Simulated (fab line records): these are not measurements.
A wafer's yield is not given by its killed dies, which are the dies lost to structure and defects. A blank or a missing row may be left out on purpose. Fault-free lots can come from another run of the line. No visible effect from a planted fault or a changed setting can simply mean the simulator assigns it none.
fab line records	flow gf180mcu
record lots=24	wafers=72	last-day=34
route steps=602 shown SAB@275 V1@351 M2@363 V2@384 V4@499
lots that met no fault: taken from a fault-free run of the same line
start-h: hours from the record's first day to the start of the lot's first wafer shown	wait-h: hours since the lot's step before	" the same as in the row above	L1.1+2: several wafers, shown together as one row	- value missing, or start not given	* or withheld: withheld	< > ~ a bound
route shown NAME@n: names a module that has steps shown in the file, with the first one's number in the route	usual: the fault-free wafers' mean and standard deviation	same: alike in all rows	chamber/n: place in a boat	sites: per-site readings	_std_site: the values' standard deviation	_edge_site: mean of outer sites minus mean of inner sites	radius-mm: how far each site lies from the wafer's centre	mask NAME#n: copy n	behind: tool/chamber where the wafer was last shaped	hold: reason for holding the lot/hours on hold/outcome of the hold	device: which transistor (n, p or np) failed to switch	end of line: tests run on the same wafers once the route is complete	a step given without rows: its recipe and nothing more	killed: the dies lost at the first sort to structure and to defects; this is not the yield of the wafer	map: the dies of a wafer, with x for killed, . for not killed, _ for no die there
set.NAME: the run value of the setting; set.NAME@STEP: its run value at that earlier step	model.NAME: the simulator's own value behind a step, which no gauge read
one table for each step of the route and one row for each wafer, over a sample of lots
services: the hour from which a tool's chamber was out of use, counted from the record's first day as start-h (under 0 if before that day), plus the number of hours and why
## steps
# step GF_SAB_ETCH_11
# recipe chemistry=C4F8/O2/Ar	mask-material=NOVOLAK	target=SiO2	target-depth-nm=55	source-w=1500	bias-w=1200	pressure-mtorr=40	c4f8-flow-sccm=withheld	O2_flow_sccm=6	Ar_flow_sccm=300	time-s=8.5
# usual bias-w=1200/3.8	oes-product-au=0.999/0.009
lot.wafer	tool	chamber	start-h	wait-h	bias-w	oes-product-au	rf-hours-counter-h
L074.1	rie-diel-03	1	344.66	0.0	1196	1.003	3
L074.3	"	2	"	"	1202	1.004	37
L074.6	"	0	"	"	1202	1.013	-
L075.1	rie-diel-02	0	354.94	0.0	1202	1.004	1
L075.2	"	1	"	"	1201	0.998	106
L075.4	"	1	"	"	1200	0.995	-
L076.1	rie-diel-04	0	358.74	0.0	1200	1.001	47
L076.2	"	2	"	"	1197	0.979	79
L076.3	"	3	"	"	1198	1.000	6
L078.2	rie-diel-04	0	373.09	0.0	1198	0.998	47
L078.3	"	2	"	"	1203	0.983	80
L078.5	"	2	"	"	1200	0.990	-
L077.4	rie-diel-04	0	375.77	0.0	1196	1.022	47
L077.5	"	3	"	"	1201	1.010	-
L077.6	"	2	"	"	1199	0.992	-
L079.3	rie-diel-02	1	382.62	0.0	1200	0.990	107
L079.4	"	0	"	"	1200	1.000	2
L079.5	"	0	"	"	1198	0.992	-
L080.2	rie-diel-02	1	391.74	0.0	1202	0.991	107
L080.3	"	2	"	"	1194	1.003	16
L080.5	"	0	"	"	1199	1.000	-
L081.1	rie-diel-02	3	402.86	0.0	1199	1.009	0
L081.2	"	2	"	"	1195	0.998	16
L081.4	"	0	"	"	1202	1.005	-
L082.3	rie-diel-03	1	404.11	0.0	1201	1.000	5
L082.4	"	3	"	"	1201	0.988	2
L082.5	"	2	"	"	1195	1.006	-
L083.1	rie-diel-04	2	416.52	0.0	1200	0.986	80
L083.2	"	1	"	"	1202	1.017	105
L083.6	"	1	"	"	1196	1.009	-
L084.1	rie-diel-04	3	425.56	0.0	1203	1.008	8
L084.2	"	1	"	"	1201	1.022	105
L084.4	"	0	"	"	1198	1.008	48
L085.2	rie-diel-03	1	434.07	0.0	1200	1.005	6
L085.3	"	3	"	"	1201	1.005	3
L085.5	"	3	"	"	1203	0.998	-
L086.3	rie-diel-03	3	445.01	0.0	1205	0.993	3
L086.5	"	3	"	"	1203	0.992	-
L086.6	"	0	"	"	1196	0.999	-
L087.1	rie-diel-03	1	450.19	0.0	1200	0.988	6
L087.3	"	3	"	"	1197	0.995	3
L087.6	"	2	"	"	1201	1.008	-
L088.1	rie-diel-03	0	462.47	0.0	1196	0.998	8
L088.2	"	3	"	"	1210	0.992	3
L088.4	"	1	"	"	1198	0.993	6
L089.2	rie-diel-04	3	473.09	0.0	1210	0.995	9
L089.3	"	0	"	"	1198	1.000	49
L089.4	"	1	"	"	1200	1.004	0
L090.1	rie-diel-02	3	478.54	0.0	1206	0.997	3
L090.2	"	2	"	"	1197	1.002	18
L090.3	"	1	"	"	1201	1.004	1
L091.2	rie-diel-04	2	486.69	0.0	1198	0.988	82
L091.4	"	3	"	"	1200	1.002	9
L091.6	"	2	"	"	1202	0.995	-
L092.4	rie-diel-02	0	496.59	0.0	1199	1.015	6
L092.5	"	0	"	"	1197	1.000	-
L092.6	"	1	"	"	1190	0.998	-
L093.1	rie-diel-02	3	505.41	0.0	1203	1.003	4
L093.2	"	2	"	"	1203	0.990	19
L093.3	"	1	"	"	1199	1.003	2
L094.1	rie-diel-03	0	507.99	0.0	1204	0.999	9
L094.4	"	1	"	"	1193	0.995	8
L094.5	"	0	"	"	1201	0.998	-
L095.4	rie-diel-04	1	515.07	0.0	1205	1.006	2
L095.5	"	1	"	"	1207	0.994	-
L095.6	"	2	"	"	1193	0.990	-
L096.2	rie-diel-03	0	524.36	0.0	1194	1.006	10
L096.4	"	2	"	"	1202	1.003	43
L096.6	"	2	"	"	1197	1.000	-
L097.1	rie-diel-03	3	533.76	0.0	1198	0.987	5
L097.5	"	0	"	"	1197	0.998	-
L097.6	"	3	"	"	1192	1.004	-
# step GF_V1_ETCH_16
# recipe chemistry=N2/H2	target-depth-a=withheld	overetch-a=withheld	time-s=withheld	target=BARC	ion-energy-ev=200	source-w=500	bias-w=100	pressure-mtorr=30	n2-flow-sccm=100	h2-flow-sccm=200
# usual bias-w=99.97/0.3	drypump-motor-current-A=5.6/0.6	oes-product-au=0.856/0.005	throttle-valve-pct=13.225/0.0093
lot.wafer	tool	chamber	start-h	wait-h	bias-w	drypump-motor-current-A	oes-product-au	throttle-valve-pct
L074.1	rie-diel-01	1	416.56	0.0	99.47	6.3	0.846	13.243
L074.3	"	2	"	"	100.10	5.0	0.860	13.225
L074.6	"	0	"	"	100.16	6.5	0.861	13.235
L075.1	rie-diel-03	0	432.63	0.0	99.35	4.8	0.854	13.212
L075.2	"	3	"	"	100.14	5.0	0.860	13.216
L075.4	"	2	"	"	99.76	5.3	0.853	13.235
L076.1	rie-diel-04	1	432.82	0.0	99.82	6.1	0.855	13.212
L076.2	"	2	"	"	99.67	5.5	0.866	13.236
L076.3	"	3	"	"	100.17	4.9	0.846	13.226
L078.2	rie-diel-01	0	446.94	0.0	99.81	6.5	0.867	13.232
L078.3	"	3	"	"	99.79	5.8	0.863	13.238
L078.5	"	2	"	"	99.68	5.0	0.854	13.228
L077.4	rie-diel-01	0	451.16	0.0	99.71	6.6	0.858	13.242
L077.5	"	3	"	"	99.98	5.8	0.852	13.225
L077.6	"	2	"	"	99.81	5.0	0.855	13.238
L079.3	rie-diel-01	3	458.71	0.0	99.81	5.8	0.854	13.233
L079.4	"	0	"	"	100.39	6.5	0.862	13.241
L079.5	"	3	"	"	99.74	5.8	0.854	13.235
L080.2	rie-diel-03	1	469.11	0.0	99.65	6.2	0.857	13.224
L080.3	"	0	"	"	99.86	4.8	0.859	13.214
L080.5	"	1	"	"	99.54	6.2	0.863	13.237
L081.1	rie-diel-01	0	479.32	0.0	99.64	6.5	0.851	13.219
L081.2	"	2	"	"	99.71	5.0	0.844	13.238
L081.4	"	3	"	"	100.03	5.8	0.858	13.232
L082.3	rie-diel-04	3	480.27	0.0	100.25	4.9	0.855	13.233
L082.4	"	0	"	"	100.59	5.6	0.849	13.211
L082.5	"	1	"	"	99.73	6.1	0.857	13.227
L083.1	rie-diel-03	3	493.66	0.0	100.51	5.0	0.861	13.234
L083.2	"	0	"	"	100.35	4.8	0.858	13.224
L083.6	"	1	"	"	100.09	6.2	0.862	13.220
L084.1	rie-diel-03	0	503.24	0.0	100.35	4.8	0.859	13.212
L084.2	"	1	"	"	100.71	6.2	0.855	13.226
L084.4	"	2	"	"	100.27	5.3	0.857	13.224
L085.2	rie-diel-04	0	511.72	0.0	100.36	5.6	0.855	13.230
L085.3	"	1	"	"	99.92	6.1	0.854	13.221
L085.5	"	1	"	"	100.08	6.1	0.847	13.226
L086.3	rie-diel-03	3	520.54	0.0	100.45	5.0	0.855	13.228
L086.5	"	2	"	"	99.65	5.3	0.854	13.219
L086.6	"	3	"	"	99.98	5.0	0.858	13.230
L087.1	rie-diel-04	2	526.62	0.0	100.42	5.5	0.850	13.202
L087.3	"	3	"	"	100.21	4.9	0.858	13.223
L087.6	"	0	"	"	100.25	5.6	0.854	13.225
L088.1	rie-diel-01	1	537.84	0.0	99.98	6.3	0.862	13.223
L088.2	"	0	"	"	99.87	6.6	0.855	13.241
L088.4	"	3	"	"	99.82	5.8	0.848	13.232
L089.2	rie-diel-03	0	546.96	0.0	99.72	4.8	0.849	13.225
L089.3	"	2	"	"	99.92	5.2	0.848	13.238
L089.4	"	1	"	"	100.31	6.2	0.849	13.226
L090.1	rie-diel-04	1	552.51	0.0	100.24	6.1	0.863	13.205
L090.2	"	0	"	"	99.59	5.6	0.852	13.229
L090.3	"	3	"	"	100.17	4.9	0.859	13.222
L091.2	rie-diel-03	3	560.67	0.0	100.10	5.0	0.860	13.216
L091.4	"	0	"	"	100.44	4.8	0.854	13.224
L091.6	"	0	"	"	100.12	4.8	0.858	13.244
L092.4	rie-diel-01	2	568.89	0.0	100.03	5.0	0.866	13.230
L092.5	"	2	"	"	99.85	5.0	0.858	13.225
L092.6	"	1	"	"	99.68	6.3	0.855	13.217
L093.1	rie-diel-01	2	576.96	0.0	100.19	5.0	0.858	13.225
L093.2	"	1	"	"	99.45	6.3	0.862	13.210
L093.3	"	3	"	"	99.92	5.8	0.862	13.223
L094.1	rie-diel-01	2	580.07	0.0	99.46	5.0	0.863	13.237
L094.4	"	0	"	"	100.24	6.5	0.845	13.222
L094.5	"	1	"	"	100.27	6.3	0.854	13.204
L095.4	rie-diel-03	2	586.67	0.0	100.29	5.3	0.853	13.236
L095.5	"	2	"	"	100.06	5.3	0.863	13.223
L095.6	"	1	"	"	100.17	6.2	0.866	13.230
L096.2	rie-diel-03	3	594.76	0.0	100.01	5.1	0.853	13.234
L096.4	"	2	"	"	99.71	5.3	0.858	13.224
L096.6	"	1	"	"	99.48	6.2	0.860	13.223
L097.1	rie-diel-01	1	603.94	0.0	100.03	6.3	0.847	13.231
L097.5	"	1	"	"	100.08	6.3	0.861	13.221
L097.6	"	2	"	"	99.67	5.0	0.852	13.217
# step GF_V1_CMP_26
# recipe stop-on=SiO2	down-force-psi=3.5	platen-rpm=60	t-overpolish-s=15	target-thk-nm=0	pad-velocity-m-s=0.94248
# usual head-pressure-psi=3.501/0.0081	motor-current-A=11.9/1.7	overpolish-run-s=15.001/0.0087	platen-rpm=60.00/0.043	time-to-endpoint-s=87/4.3
lot.wafer	tool	chamber	start-h	wait-h	head-pressure-psi	motor-current-A	overpolish-run-s	platen-rpm	time-to-endpoint-s
L074.1	cmp-01	2	417.66	0.1	3.513	10.1	14.996	60.02	82
L074.3	"	3	"	"	3.495	13.5	15.010	59.99	91
L074.6	"	2	"	"	3.505	10.5	14.994	60.00	85
L075.1	cmp-01	0	433.68	0.1	3.501	11.8	14.993	60.00	87
L075.4	"	2	"	"	3.498	11.2	14.987	60.03	81
L075.2	"	3	"	"	3.501	12.7	15.002	60.05	85
L076.1	cmp-02	0	433.92	0.1	3.490	8.4	14.994	60.04	88
L076.3	"	1	"	"	3.509	11.2	14.995	59.94	82
L076.2	"	2	"	"	3.501	11.1	14.987	60.03	89
L078.3	cmp-02	2	448.00	0.0	3.499	11.9	15.004	60.05	88
L078.2	"	0	"	"	3.519	8.6	15.006	59.92	91
L078.5	"	2	"	"	3.500	11.9	14.991	59.98	95
L077.4	cmp-01	3	452.19	0.0	3.499	12.9	14.998	59.97	88
L077.6	"	3	"	"	3.497	12.2	15.009	60.02	92
L077.5	"	0	"	"	3.495	11.7	14.993	59.99	87
L079.3	cmp-01	2	459.82	0.1	3.498	10.8	14.988	59.98	77
L079.4	"	0	"	"	3.488	11.2	15.012	60.01	86
L079.5	"	2	"	"	3.495	10.8	14.993	60.00	80
L080.3	cmp-01	1	470.34	0.1	3.501	14.8	15.005	60.06	84
L080.2	"	2	"	"	3.499	11.1	15.002	59.98	75
L080.5	"	1	"	"	3.503	14.1	14.997	59.97	82
L081.2	cmp-02	2	480.37	0.0	3.508	11.7	15.008	60.04	85
L081.1	"	3	"	"	3.512	12.0	15.002	60.09	88
L081.4	"	0	"	"	3.491	8.4	14.992	60.00	87
L082.4	cmp-01	2	481.37	0.1	3.493	11.0	15.002	60.03	79
L082.3	"	0	"	"	3.498	11.6	14.994	59.94	87
L082.5	"	1	"	"	3.494	14.7	15.013	60.02	86
L083.2	cmp-01	1	494.82	0.1	3.499	13.4	15.008	60.01	94
L083.1	"	2	"	"	3.508	10.5	14.999	60.08	86
L083.6	"	3	"	"	3.488	12.9	15.015	60.07	96
L084.4	cmp-01	0	504.32	0.0	3.502	11.4	15.002	60.01	94
L084.1	"	1	"	"	3.489	15.2	15.006	59.97	92
L084.2	"	3	"	"	3.498	13.5	15.010	60.00	95
L085.2	cmp-01	2	512.82	0.1	3.494	10.6	14.992	59.99	86
L085.3	"	0	"	"	3.501	11.7	15.004	60.00	85
L085.5	"	1	"	"	3.500	14.0	14.991	60.03	91
L086.3	cmp-01	0	521.65	0.1	3.510	11.8	14.995	59.92	96
L086.5	"	3	"	"	3.498	12.3	15.007	59.95	95
L086.6	"	0	"	"	3.503	11.5	14.994	60.02	94
L087.1	cmp-02	0	527.72	0.1	3.498	8.7	15.005	59.99	83
L087.3	"	1	"	"	3.499	11.5	15.002	60.01	81
L087.6	"	0	"	"	3.489	8.7	15.011	59.97	83
L088.2	cmp-02	3	538.89	0.0	3.509	11.5	14.999	59.95	83
L088.4	"	0	"	"	3.499	8.4	15.002	60.00	82
L088.1	"	1	"	"	3.505	11.5	15.001	59.94	79
L089.3	cmp-02	1	548.06	0.1	3.487	12.0	15.002	59.98	81
L089.4	"	2	"	"	3.492	12.0	15.009	60.05	90
L089.2	"	3	"	"	3.504	12.0	15.004	59.99	84
L090.3	cmp-02	2	553.67	0.0	3.492	11.7	15.019	60.00	85
L090.2	"	3	"	"	3.519	11.8	15.012	59.98	84
L090.1	"	1	"	"	3.503	10.7	15.001	60.04	78
L091.2	cmp-01	3	561.77	0.1	3.505	12.9	14.989	60.03	90
L091.4	"	0	"	"	3.500	11.6	14.996	60.02	91
L091.6	"	2	"	"	3.482	10.8	15.003	60.00	88
L092.4	cmp-01	2	569.98	0.0	3.512	10.7	15.010	60.01	80
L092.5	"	2	"	"	3.495	10.6	14.999	60.02	84
L092.6	"	3	"	"	3.502	13.6	15.005	60.02	88
L093.3	cmp-01	1	578.04	0.0	3.513	13.7	15.004	60.01	87
L093.1	"	3	"	"	3.494	12.7	14.995	59.97	88
L093.2	"	0	"	"	3.498	11.3	15.003	59.99	93
L094.1	cmp-02	3	581.14	0.1	3.495	11.0	14.978	60.01	83
L094.4	"	1	"	"	3.499	11.7	15.001	60.06	81
L094.5	"	0	"	"	3.508	8.9	14.975	60.06	82
L095.4	cmp-01	1	587.77	0.1	3.509	14.7	15.006	60.09	84
L095.6	"	0	"	"	3.520	11.0	15.000	60.00	87
L095.5	"	1	"	"	3.508	14.4	14.996	60.04	85
L096.2	cmp-01	2	595.86	0.1	3.512	10.7	15.006	60.00	83
L096.4	"	3	"	"	3.496	13.3	15.002	60.01	88
L096.6	"	2	"	"	3.515	10.4	14.995	60.04	83
L097.1	cmp-01	0	605.07	0.1	3.487	11.9	14.992	59.95	91
L097.5	"	3	"	"	3.505	13.7	14.988	60.07	92
L097.6	"	0	"	"	3.478	11.3	15.005	59.98	89
# step GF_M2_SPUTTER_01
# recipe material=TiN	target-thk-nm=30	power-w=6500	time-s=25	chamber-pressure-pa=0.4
# usual cathode-dc-power-W=6500.0/1.1	throttle-valve-pct=29.9/0.89
lot.wafer	tool	chamber	start-h	wait-h	cathode-dc-power-W	throttle-valve-pct
L074.1	pvd-sputter-04	-	418.01	0.1	6499.2	28.5
L074.3	"	-	"	"	6502.7	31.2
L074.6	"	-	"	"	6500.9	28.8
L075.1	pvd-sputter-01	-	434.08	0.1	6500.4	30.7
L075.2	"	-	"	"	6498.8	28.9
L075.4	"	-	"	"	6499.4	29.7
L076.1	pvd-sputter-04	-	434.27	0.1	6498.2	29.5
L076.2	"	-	"	"	6500.9	29.1
L076.3	"	-	"	"	6499.7	31.0
L078.2	pvd-sputter-01	-	448.40	0.1	6500.2	30.6
L078.3	"	-	"	"	6501.4	29.4
L078.5	"	-	"	"	6499.4	30.8
L077.4	pvd-sputter-04	-	452.59	0.1	6500.4	31.0
L077.5	"	-	"	"	6500.7	28.8
L077.6	"	-	"	"	6500.9	29.4
L079.3	pvd-sputter-04	-	460.17	0.1	6499.9	31.0
L079.4	"	-	"	"	6500.0	29.3
L079.5	"	-	"	"	6498.8	29.3
L080.2	pvd-sputter-01	-	470.69	0.1	6499.3	29.4
L080.3	"	-	"	"	6498.6	31.2
L080.5	"	-	"	"	6500.9	30.8
L081.1	pvd-sputter-03	-	480.77	0.1	6501.1	29.9
L081.2	"	-	"	"	6500.4	31.3
L081.4	"	-	"	"	6500.0	30.1
L082.3	pvd-sputter-01	-	481.72	0.1	6501.5	31.4
L082.4	"	-	"	"	6499.5	29.4
L082.5	"	-	"	"	6501.1	30.5
L083.1	pvd-sputter-01	-	495.12	0.1	6502.0	29.0
L083.2	"	-	"	"	6500.7	29.3
L083.6	"	-	"	"	6499.4	31.3
L084.1	pvd-sputter-01	-	504.72	0.1	6499.8	30.9
L084.2	"	-	"	"	6499.7	29.2
L084.4	"	-	"	"	6498.5	30.7
L085.2	pvd-sputter-01	-	513.17	0.1	6501.7	30.7
L085.3	"	-	"	"	6499.0	29.6
L085.5	"	-	"	"	6499.8	29.5
L086.3	pvd-sputter-01	-	522.00	0.1	6501.6	29.5
L086.5	"	-	"	"	6499.6	29.4
L086.6	"	-	"	"	6500.3	31.2
L087.1	pvd-sputter-01	-	528.07	0.1	6498.0	29.5
L087.3	"	-	"	"	6499.0	31.1
L087.6	"	-	"	"	6497.4	30.5
L088.1	pvd-sputter-03	-	539.29	0.1	6500.4	30.0
L088.2	"	-	"	"	6501.5	29.6
L088.4	"	-	"	"	6502.4	29.8
L089.2	pvd-sputter-01	-	548.41	0.1	6498.5	31.2
L089.3	"	-	"	"	6499.4	28.7
L089.4	"	-	"	"	6500.9	29.4
L090.1	pvd-sputter-03	-	554.07	0.1	6499.4	29.7
L090.2	"	-	"	"	6499.0	31.3
L090.3	"	-	"	"	6500.1	30.1
L091.2	pvd-sputter-01	-	562.12	0.1	6498.5	28.9
L091.4	"	-	"	"	6499.4	31.2
L091.6	"	-	"	"	6501.0	30.9
L092.4	pvd-sputter-04	-	570.38	0.1	6498.7	30.9
L092.5	"	-	"	"	6500.1	29.1
L092.6	"	-	"	"	6501.4	31.0
L093.1	pvd-sputter-04	-	578.46	0.1	6499.2	28.7
L093.2	"	-	"	"	6497.5	29.2
L093.3	"	-	"	"	6499.0	30.9
L094.1	pvd-sputter-03	-	581.54	0.1	6501.9	31.1
L094.4	"	-	"	"	6500.3	30.2
L094.5	"	-	"	"	6499.7	29.9
L095.4	pvd-sputter-03	-	588.12	0.1	6499.7	31.3
L095.5	"	-	"	"	6500.9	29.4
L095.6	"	-	"	"	6502.5	29.3
L096.2	pvd-sputter-01	-	596.21	0.1	6500.0	29.0
L096.4	"	-	"	"	6499.6	31.1
L096.6	"	-	"	"	6500.7	29.3
L097.1	pvd-sputter-04	-	605.42	0.1	6500.8	29.2
L097.5	"	-	"	"	6500.7	29.3
L097.6	"	-	"	"	6500.4	28.7
# step GF_V2_CVD_02
# recipe material=SiO2	target-thk-nm=850	precursor=TEOS	temp-c=400	time-s=94.851	rf-w=600
# usual heater-power-w=702/81
lot.wafer	tool	chamber	start-h	wait-h	heater-power-w
L074.1	pecvd-02	0	442.65	0.1	645
L074.3	"	1	"	"	689
L074.6	"	2	"	"	609
L075.1	pecvd-01	2	458.96	0.1	763
L075.2	"	1	"	"	895
L075.4	"	2	"	"	575
L076.1	pecvd-02	2	459.19	0.1	704
L076.2	"	1	"	"	673
L076.3	"	0	"	"	576
L078.2	pecvd-04	2	473.29	0.0	680
L078.3	"	1	"	"	708
L078.5	"	0	"	"	820
L077.4	pecvd-04	0	477.65	0.1	674
L077.5	"	1	"	"	742
L077.6	"	2	"	"	541
L079.3	pecvd-04	0	485.16	0.0	741
L079.4	"	1	"	"	679
L079.5	"	2	"	"	612
L080.2	pecvd-04	2	496.36	0.0	645
L080.3	"	0	"	"	761
L080.5	"	0	"	"	812
L081.1	pecvd-04	2	505.96	0.1	649
L081.2	"	1	"	"	690
L081.4	"	0	"	"	774
L082.3	pecvd-01	1	506.72	0.0	808
L082.4	"	0	"	"	815
L082.5	"	2	"	"	689
L083.1	pecvd-04	1	519.96	0.1	746
L083.2	"	0	"	"	766
L083.6	"	2	"	"	698
L084.1	pecvd-04	2	528.81	0.1	662
L084.2	"	0	"	"	849
L084.4	"	1	"	"	691
L085.2	pecvd-04	1	537.20	0.0	689
L085.3	"	0	"	"	665
L085.5	"	2	"	"	675
L086.3	pecvd-01	2	545.56	0.0	609
L086.5	"	1	"	"	823
L086.6	"	2	"	"	667
L087.1	pecvd-04	2	552.00	0.1	658
L087.3	"	1	"	"	706
L087.6	"	1	"	"	743
L088.1	pecvd-02	2	563.01	0.1	737
L088.2	"	1	"	"	652
L088.4	"	0	"	"	632
L089.2	pecvd-01	1	571.99	0.0	794
L089.3	"	2	"	"	672
L089.4	"	1	"	"	870
L090.1	pecvd-04	0	576.67	0.1	820
L090.2	"	1	"	"	717
L090.3	"	2	"	"	665
L091.2	pecvd-04	0	584.09	0.0	763
L091.4	"	1	"	"	606
L091.6	"	0	"	"	808
L092.4	pecvd-04	0	592.72	0.1	669
L092.5	"	2	"	"	657
L092.6	"	1	"	"	749
L093.1	pecvd-01	0	600.54	0.1	837
L093.2	"	2	"	"	662
L093.3	"	1	"	"	867
L094.1	pecvd-01	1	603.08	0.1	745
L094.4	"	2	"	"	709
L094.5	"	0	"	"	755
L095.4	pecvd-02	1	609.73	0.1	731
L095.5	"	1	"	"	573
L095.6	"	0	"	"	634
L096.2	pecvd-04	1	618.05	0.0	592
L096.4	"	1	"	"	654
L096.6	"	0	"	"	809
L097.1	pecvd-04	1	627.39	0.1	729
L097.5	"	2	"	"	675
L097.6	"	1	"	"	585
# step GF_V4_CVD_23
# recipe material=W	target-thk-nm=350	time-s=104.9	temp-c=400	pressure-torr=40
# usual chamber-pressure-Torr=40.02/0.088	heater-power-w=920/86
lot.wafer	tool	chamber	start-h	wait-h	chamber-pressure-Torr	heater-power-w
L074.1	cvd-w-01	1	566.58	0.0	40.02	988
L074.3	"	0	"	"	40.15	913
L074.6	"	0	"	"	39.94	898
L075.1	cvd-w-01	1	581.10	0.0	39.92	973
L075.2	"	0	"	"	40.18	893
L075.4	"	0	"	"	40.04	894
L076.1	cvd-w-02	1	581.78	0.0	40.00	985
L076.2	"	0	"	"	40.05	791
L076.3	"	0	"	"	39.93	810
L078.2	cvd-w-02	1	593.72	0.0	40.09	989
L078.3	"	1	"	"	40.00	994
L078.5	"	0	"	"	40.05	801
L077.4	cvd-w-02	0	599.02	0.1	40.10	788
L077.5	"	0	"	"	40.02	800
L077.6	"	1	"	"	39.95	983
L079.3	cvd-w-02	0	604.39	0.1	39.96	817
L079.4	"	1	"	"	40.03	1017
L079.5	"	0	"	"	40.06	805
L080.2	cvd-w-02	0	613.80	0.0	40.05	808
L080.3	"	0	"	"	40.05	806
L080.5	"	1	"	"	39.85	991
L081.1	cvd-w-02	0	623.72	0.0	39.96	792
L081.2	"	1	"	"	39.82	1006
L081.4	"	1	"	"	39.83	1024
L082.3	cvd-w-01	0	624.22	0.1	40.11	885
L082.4	"	1	"	"	39.99	965
L082.5	"	1	"	"	39.94	976
L083.1	cvd-w-02	1	634.54	0.0	40.05	1030
L083.2	"	0	"	"	40.01	806
L083.6	"	1	"	"	40.12	1039
L084.1	cvd-w-01	0	642.08	0.0	40.00	895
L084.2	"	1	"	"	40.03	972
L084.4	"	1	"	"	40.13	978
L085.2	cvd-w-02	0	651.05	0.0	39.96	791
L085.3	"	0	"	"	40.06	796
L085.5	"	1	"	"	39.96	1012
L086.3	cvd-w-01	0	657.03	0.1	40.05	891
L086.5	"	0	"	"	40.20	905
L086.6	"	1	"	"	40.06	974
L087.1	cvd-w-01	0	662.65	0.0	39.90	908
L087.3	"	0	"	"	39.91	898
L087.6	"	1	"	"	39.93	982
L088.1	cvd-w-02	1	672.52	0.0	39.99	1029
L088.2	"	0	"	"	40.00	811
L088.4	"	0	"	"	40.07	794
L089.2	cvd-w-01	1	680.42	0.0	40.05	992
L089.3	"	0	"	"	39.98	899
L089.4	"	1	"	"	39.86	972
L090.1	cvd-w-02	1	685.20	0.0	40.00	1022
L090.2	"	0	"	"	40.03	811
L090.3	"	1	"	"	40.09	1026
L091.2	cvd-w-01	0	691.39	0.0	39.95	909
L091.4	"	0	"	"	40.11	889
L091.6	"	0	"	"	40.10	893
L092.4	cvd-w-01	0	700.47	0.1	39.96	887
L092.5	"	0	"	"	40.07	914
L092.6	"	0	"	"	40.18	897
L093.1	cvd-w-01	1	706.83	0.0	39.92	963
L093.2	"	0	"	"	39.98	916
L093.3	"	1	"	"	40.02	988
L094.1	cvd-w-02	1	709.06	0.0	40.05	996
L094.4	"	0	"	"	40.14	812
L094.5	"	0	"	"	40.12	818
L095.4	cvd-w-02	0	714.35	0.1	39.87	802
L095.5	"	0	"	"	40.01	796
L095.6	"	1	"	"	39.91	998
L096.2	cvd-w-02	0	722.43	0.0	40.03	801
L096.4	"	0	"	"	40.11	816
L096.6	"	0	"	"	40.03	803
L097.1	cvd-w-02	1	729.63	0.0	40.21	1030
L097.5	"	0	"	"	40.05	842
L097.6	"	1	"	"	40.10	1041
## services
tool	chamber	start-h	hours	kind
cvd-w-02	-	329.06	1.1	repair
pecvd-04	0	338.15	10.5	repair
cvd-w-02	-	342.98	2.8	pm
pecvd-04	-	355.18	0.8	repair
pecvd-04	-	368.88	14.0	pm
cmp-01	-	381.96	0.9	repair
rie-diel-03	3	384.06	11.3	repair
cmp-01	-	387.56	3.6	pm
pecvd-04	-	394.47	2.8	pm
cmp-01	-	403.13	6.6	pm
cmp-01	-	409.76	4.0	pm
cmp-01	-	409.80	3.0	repair
rie-diel-03	1	421.22	10.8	repair
pecvd-04	-	437.67	14.6	pm
cvd-w-02	-	455.73	11.5	repair
pecvd-04	-	457.34	4.1	repair
cmp-01	-	496.76	0.5	repair
rie-diel-03	-	526.06	0.5	repair
rie-diel-03	1	562.87	3.8	repair
rie-diel-03	3	564.96	4.6	repair
rie-diel-03	1	587.12	3.3	repair
cmp-01	-	637.20	1.9	repair
rie-diel-03	-	702.21	8.2	repair
rie-diel-03	0	709.28	7.5	repair
## key
fault none
